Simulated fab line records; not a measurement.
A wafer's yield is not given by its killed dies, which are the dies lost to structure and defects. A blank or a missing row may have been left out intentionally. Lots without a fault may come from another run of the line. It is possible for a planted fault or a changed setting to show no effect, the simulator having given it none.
Which tool was responsible?	flow sky130	12 lots, 36 wafers sampled, at 5 steps of a route of 708

== WHAT THE GAUGES READ, wafer by wafer ==
SKY_POLY_CUT_CD_MEAS_08 targets a cd of 270 nm.
lot	measured	on	cd_nm (nm)
L717	day 24 06:56	cd_sem-02	269.4 271.3 270.7
L720	day 25 14:56	cd_sem-01	268.5 272.1 270.0
L721	day 25 18:13	cd_sem-02	268.2 269.1 270.9
L723	day 26 12:04	cd_sem-02	270.0 272.0 270.1
L724	day 26 21:52	cd_sem-02	271.7 271.9 271.2
L731	day 29 14:41	cd_sem-01	269.3 269.3 268.8
L732	day 29 17:28	cd_sem-02	269.5 269.4 269.3
L733	day 30 00:28	cd_sem-02	270.2 270.3 268.6
L735	day 30 17:05	cd_sem-02	271.4 270.9 271.0
L736	day 31 03:16	cd_sem-01	274.0 272.9 273.7
L737	day 31 09:28	cd_sem-01	267.8 267.8 268.1
L738	day 31 20:25	cd_sem-01	269.9 270.4 269.0

SKY_LI_CONTACT_RS_MEAS_22: measures by four-point-probe.
lot	measured	on	LI_CONTACT_W_RS (ohm/sq)
L717	day 29 03:19	film_metro-04	0.285 0.281 0.290
L720	day 30 11:56	film_metro-04	0.282 0.280 0.291
L721	day 30 15:48	film_metro-04	0.286 0.287 0.280
L723	day 31 08:57	film_metro-02	0.285 0.286 0.283
L724	day 31 17:36	film_metro-04	0.286 0.296 0.289
L731	day 34 09:02	film_metro-02	0.290 0.295 0.290
L732	day 34 12:43	film_metro-02	0.291 0.285 0.287
L733	day 34 18:10	film_metro-04	0.291 0.286 0.287
L735	day 35 09:42	film_metro-04	0.291 0.288 0.290
L736	day 35 19:46	film_metro-03	0.289 0.293 0.289
L737	day 36 00:28	film_metro-02	0.289 0.293 0.289
L738	day 36 10:26	film_metro-03	0.288 0.282 0.281

SKY_CONTACT_RS_MEAS_25: measures by four-point-probe.
lot	measured	on	CONTACT_W_RS (ohm/sq)
L717	day 31 15:26	film_metro-03	0.339 0.335 0.343
L720	day 32 22:53	film_metro-03	0.342 0.335 0.333
L721	day 33 03:52	film_metro-03	0.341 0.339 0.336
L723	day 33 19:52	film_metro-03	0.336 0.337 0.333
L724	day 34 04:19	film_metro-01	0.338 0.333 0.337
L731	day 36 17:32	film_metro-01	0.339 0.335 0.337
L732	day 36 21:36	film_metro-03	0.339 0.342 0.337
L733	day 37 01:40	film_metro-01	0.343 0.337 0.341
L735	day 37 17:26	film_metro-03	0.332 0.332 0.331
L736	day 38 02:31	film_metro-03	0.336 0.336 0.336
L737	day 38 06:37	film_metro-02	0.337 0.334 0.333
L738	day 38 17:52	film_metro-01	0.342 0.339 0.343

== EACH LOT AND THE TOOL THAT RAN IT (in order: tool; ch and the chambers of the sampled wafers; start) ==
lot	SKY_LDD_P_COAT_02	SKY_LDD_P_STRIP_10
L717	litho_track-01 ch 0, day 18 11:56	plasma_asher-02 ch 0,1, day 19 03:25
L720	litho_track-02 ch 0, day 19 22:26	plasma_asher-02 ch 0,1, day 20 14:25
L721	litho_track-04 ch 0, day 20 00:28	plasma_asher-01 ch 0,1, day 20 15:46
L723	litho_track-04 ch 0, day 20 20:52	plasma_asher-02 ch 0,1, day 21 12:49
L724	litho_track-04 ch 0, day 21 05:55	plasma_asher-04 ch 0, day 21 22:17
L731	litho_track-04 ch 0, day 24 01:33	plasma_asher-01 ch 0,1, day 24 16:46
L732	litho_track-02 ch 0, day 24 04:22	plasma_asher-02 ch 0,1, day 24 19:17
L733	litho_track-02 ch 0, day 24 12:37	plasma_asher-04 ch 0,1, day 25 04:04
L735	litho_track-01 ch 0, day 25 06:29	plasma_asher-02 ch 0,1, day 25 21:16
L736	litho_track-01 ch 0, day 25 17:34	plasma_asher-01 ch 0,1, day 26 08:26
L737	litho_track-01 ch 0, day 25 22:43	plasma_asher-04 ch 0,1, day 26 13:49
L738	litho_track-01 ch 0, day 26 10:07	plasma_asher-04 ch 0,1, day 27 00:58
- SKY_LDD_P_COAT_02: resist thk 1140 nm.
- SKY_LDD_P_STRIP_10: strips in O2/N2.

== AS READ BY THE TOOLS THEMSELVES (means over the sampled wafers that have a number; for cases with no such wafer, the mark the record gives instead) ==
SKY_LDD_P_COAT_02.
lot	tool	spin_speed_rpm (rpm)
L717	litho_track-01	3001.1
L720	litho_track-02	3001.5
L721	litho_track-04	2999.2
L723	litho_track-04	3040.0
L724	litho_track-04	3041.8
L731	litho_track-04	2998.4
L732	litho_track-02	3000.4
L733	litho_track-02	2999.0
L735	litho_track-01	2999.7
L736	litho_track-01	3001.3
L737	litho_track-01	3000.5
L738	litho_track-01	3002.2

SKY_LDD_P_STRIP_10.
lot	tool	drypump_motor_current_A (A)	o2_flow_sccm (sccm)	oes_product_au (a.u.)	strip_time_to_endpoint_s (s)
L717	plasma_asher-02	5.6	2998	0.711	14.17
L720	plasma_asher-02	5.4	3005	0.716	14.20
L721	plasma_asher-01	5.5	3003	0.712	14.12
L723	plasma_asher-02	5.6	3005	0.716	14.05
L724	plasma_asher-04	5.7	2995	0.714	14.05
L731	plasma_asher-01	5.2	3009	0.722	14.15
L732	plasma_asher-02	5.6	3000	0.713	14.18
L733	plasma_asher-04	5.9	2993	0.720	14.16
L735	plasma_asher-02	5.3	2997	0.718	14.21
L736	plasma_asher-01	5.5	3006	0.717	14.18
L737	plasma_asher-04	6.2	3005	0.718	14.23
L738	plasma_asher-04	6.2	3006	0.720	14.20

== THE ANSWER, worked out from the rows above alone ==
Rule: usual is defined by the lots themselves. The widest of any qualifying gaps counts: lots, ordered by their means at a reading, are off when they make up no more than a third of the lots, leave a main group of 4 or more, and stand apart from it by 3 or more times the standard deviation of that group's means. If all means in a main group match to the digits the tables above print for the reading, that group is not used. Also off: a lot with no number at a reading for which 4 or more lots have one. All remaining lots with rows at the step are treated as sound. Order of review: gauges by route order, followed by the tools' own readings, for which a lot's mean as printed above is used. At the first step where some lot is off, the reading lying furthest off is the one used; lots without a number count as furthest.
Off: L723, L724 (SKY_LDD_P_COAT_02, spin_speed_rpm). The main group: mean 3000.3 rpm, standard deviation 1.2.
If a tool, at that step or one of the process steps before it, ran each lot that is off and ran no sound lot following the first of them, it fits. No candidate that was tried fits.

== WHAT WAS PUT IN BY THE SIMULATOR ==
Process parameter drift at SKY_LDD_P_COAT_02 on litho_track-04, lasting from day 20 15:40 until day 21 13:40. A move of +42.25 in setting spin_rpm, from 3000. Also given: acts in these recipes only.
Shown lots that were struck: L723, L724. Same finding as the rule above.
